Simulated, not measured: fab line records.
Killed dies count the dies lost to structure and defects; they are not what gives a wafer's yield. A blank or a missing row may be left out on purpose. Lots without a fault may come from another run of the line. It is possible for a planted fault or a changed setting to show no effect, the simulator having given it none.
A struck lot beside a sound one :: flow sky130 :: 35 steps out of a route of 708
Sound: these wafers, L292.1, L292.2, L292.6. Struck: wafer L293.2 (L293.1, L293.5, from the same lot, were not struck and are left out); the cause is given at the end.
Order at every step that has rows: each side's tool, ch and its chambers, its first start. Under that, the readings that differ: sound wafers :: struck wafers :: difference of the means :: sigmas: that difference in standard deviations of wafers without a fault.
alike: words and numbers the same on both sides, and readings whose means are apart by under 2 such deviations; not compared: readings that were withheld, readings missing a value for some wafer, numbers with overlapping values and no deviation given by the record, and bounds like >300 which may hide the same value.
The two part at a step that has a row with sigmas, a row that says differs or no value, or rows on one side only. Non-overlapping numbers with no deviation appear without sigmas and do not part them. Lack of a reading on every wafer of one side parts them only where that side has two or more wafers.

first, 9 steps without rows for these wafers: SKY_METAL2_DEVELOP_14 (develop time 60 s); SKY_METAL2_DESCUM_17 (chemistry O2, time 8 s); SKY_METAL2_ETCH_18 (etches BARC in N2/H2, stops on SiO2, time 45.9 s, target depth 60 nm); SKY_METAL2_METAL_ETCH_19 (etches the open film in Cl2/BCl3, stops on SiO2, target depth 360 nm, time 78 s); SKY_METAL2_STRIP_20 (strips in O2/N2); SKY_METAL2_STRIP_21 (strips in post etch residue remover, time 1200 s); SKY_METAL2_CLEAN_22 (cleans in IPA, time 180 s); SKY_METAL2_CLEAN_23 (cleans in O3/DIW); SKY_VIA2_HDPCVD_00 (deposits SiO2, target thk 1180 nm, time 196.7 s).
SKY_VIA2_CMP_02: polishes SiO2.
  sound on cmp-02 ch 0,2, day 40 07:31; struck on cmp-01 ch 0, day 40 15:12
reading: slurryFilterDpKPa (kPa)
sound: 13.62 13.49 13.56
struck: 13.22
difference: -0.34
sigmas: -2

reading: model.SiO2_of_VIA2_HDPCVD_00.thkNm (nm)
sound: 495.6 493.5 495.1
struck: 370.6
difference: -124.1
sigmas: 
  alike: motorCurrentA
SKY_VIA2_BOW_MEAS_03:
  sound: filmMetro-02 at day 40 07:49; struck: filmMetro-01 at day 40 15:44
  not compared: hold, VIA2_BOW
then, 8 steps without rows for these wafers: SKY_VIA2_HMDS_05 (prime time 60 s); SKY_VIA2_COAT_06 (resist thk 60 nm); SKY_VIA2_COAT_07 (resist thk 450 nm); SKY_VIA2_SOFTBAKE_08 (time 90 s); SKY_VIA2_EXPOSE_09 (exposes mask VIM2, target cd 200 nm); SKY_VIA2_PEB_10; SKY_VIA2_DEVELOP_11 (develop time 60 s); SKY_VIA2_ETCH_14 (etches BARC in N2/H2, stops on SiO2, time 45.9 s, target depth 60 nm).
SKY_VIA2_ETCH_15: etches SiO2 in C4F8/O2/Ar, stops on TiN, target depth 546 nm, time 84 s.
  sound on rieDiel-03 ch 0,3, day 41 08:20; struck on rieDiel-01 ch 1, day 41 16:23
reading: oesProductAu (a.u.)
sound: 0.942 0.944 0.947
struck: 0.795
difference: -0.149
sigmas: -30

reading: model.VIA2.featureDepthNm (nm)
sound: 495.6 493.5 495.1
struck: 370.6
difference: -124.1
sigmas: 

reading: model.etch.depthNm (nm)
sound: 495.6 493.5 495.1
struck: 370.6
difference: -124.1
sigmas: 
  not compared: rfHoursCounterH
then, 13 steps without rows for these wafers: SKY_VIA2_STRIP_16 (strips in O2/N2); SKY_VIA2_STRIP_17 (strips in post etch residue remover, time 1200 s); SKY_VIA2_CLEAN_18 (cleans in IPA, time 180 s); SKY_VIA2_CLEAN_19 (cleans in O3/DIW); SKY_VIA2_SPUTTER_20 (material TiN, target thk 20 nm, time 80 s); SKY_VIA2_CVD_21 (deposits W, target thk 420 nm, time 126.4 s); SKY_VIA2_CMP_24 (polishes, stops on SiO2, t overpolish 20 s, target thk 0 nm); SKY_METAL3_SPUTTER_00 (material Ti, target thk 15 nm, time 10 s); SKY_METAL3_SPUTTER_01 (material TiN, target thk 20 nm, time 16.7 s); SKY_METAL3_SPUTTER_02 (material AlCu, target thk 735 nm, time 39.1 s); SKY_METAL3_SPUTTER_03 (material Ti, target thk 5 nm, time 3.3 s); SKY_METAL3_SPUTTER_04 (material TiN, target thk 70 nm, time 58.3 s); SKY_CAPM_CVD_00 (deposits SiO2, target thk 15.5 nm).
-- the record jumps here: 2 days lie between the struck wafers' starts before and after (it left off in module CAPM and takes up again in module METAL3, whose first step shown is number 532 of the route) --
SKY_METAL3_METAL_ETCH_18: etches the open film in Cl2/BCl3, stops on SiO2, target depth 845 nm, time 183.1 s.
  sound on rieMetal-01 ch 0,1, day 43 08:53; struck on rieMetal-04 ch 0, day 43 17:20
reading: model.SiO2_of_VIA2_HDPCVD_00.thkNm (nm)
sound: 466.9 463.6 466.2
struck: 341.3
difference: -124.3
sigmas: 
  alike: drypumpMotorCurrentA, heBacksideLeakSccm, oesProductAu, throttleValvePct
  not compared: rfHoursCounterH
-- the record jumps here: 6 days lie between the struck wafers' starts before and after (it left off in module METAL3 and takes up again in module PAD_OPEN, whose first step shown is number 708 of the route) --
SKY_PAD_OPEN_PROBE_99:
  sound: prober-01 at day 49 17:11; struck: prober-02 at day 49 23:25
  alike: defectLimitedYield, killed_at_M0_to_M3, killed_at_M4_up, killedAtContacts, killedAtFrontEnd, killedAtOther, killedDies, killedOpen, killedShort, sort_bin_3_pad_short, sort_bin_5_function, sort_bin_6_memory, sortNPass, sortYieldPct

WHERE THEY PART
First at SKY_VIA2_CMP_02; last, within this record, at SKY_VIA2_ETCH_15. Later steps at which nothing parts them and some readings are alike: SKY_METAL3_METAL_ETCH_18, SKY_PAD_OPEN_PROBE_99.

WHY: what had been put in by the simulator
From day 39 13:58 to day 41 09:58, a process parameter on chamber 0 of cmp-01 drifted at SKY_VIA2_CMP_02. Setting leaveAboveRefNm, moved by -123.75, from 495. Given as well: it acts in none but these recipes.
